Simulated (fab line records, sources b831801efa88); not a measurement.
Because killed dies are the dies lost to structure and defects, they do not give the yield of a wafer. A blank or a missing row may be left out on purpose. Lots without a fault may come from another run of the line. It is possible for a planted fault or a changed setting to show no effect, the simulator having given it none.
The same fault as seen by 2 desks | flow sfq line | numbers are kept per desk, each desk with only its own; the story behind them comes last

FOR THE TOOL OWNER'S DESK: rie diel-02
The tool's own readings at SFQ_TRILAYER_I2_VIA_BARC_OPEN_VIA_ETCH_096 (etches BARC in O2, target depth 125 nm, time 41.7 s): means of the sampled wafers that have a number, for each lot that ran on this tool. A lot is out of limits, marked OUT, if its mean lies more than 4 standard deviations from the usual mean; the brackets give that distance.
Columns: A = drypump motor current A at SFQ_TRILAYER_I2_VIA_BARC_OPEN_VIA_ETCH_096, usual 5.6 A; B = oes product au at SFQ_TRILAYER_I2_VIA_BARC_OPEN_VIA_ETCH_096, usual 0.684 a.u.
lot  | first seen here | A   | B
L405 | day 39 07:07    | 5.4 | 0.685
L418 | day 44 09:41    | 5.7 | 0.681
This desk's finding: nothing out of limits on any of the 2 lots.

METROLOGY DESK
What the gauges read for every lot (on any tool): the sampled wafers with a number, averaged. A lot is out of limits, marked OUT, if its mean lies more than 4 standard deviations from the usual mean; the brackets give that distance.
Columns: A = I2_BOW at SFQ_I2_BOW_MEAS_917, usual 5 um; B = I2_OVL at SFQ_I2_OVL_MEAS_918, usual -2 nm
lot  | first seen here | A   | B
L405 | day 33 18:49    | -6  | -6
L409 | day 34 21:47    | -11 | -6
L413 | day 37 03:47    | -7  | -12
L416 | day 38 05:14    | 10  | -6
L418 | day 39 11:13    | 5   | -5
This desk's finding: nothing out of limits on any of the 5 lots.

BROUGHT TOGETHER
The desk of the tool owner found nothing out of limits.
Nothing out of limits was seen by the metrology desk.

WHAT THE SIMULATOR PUT IN
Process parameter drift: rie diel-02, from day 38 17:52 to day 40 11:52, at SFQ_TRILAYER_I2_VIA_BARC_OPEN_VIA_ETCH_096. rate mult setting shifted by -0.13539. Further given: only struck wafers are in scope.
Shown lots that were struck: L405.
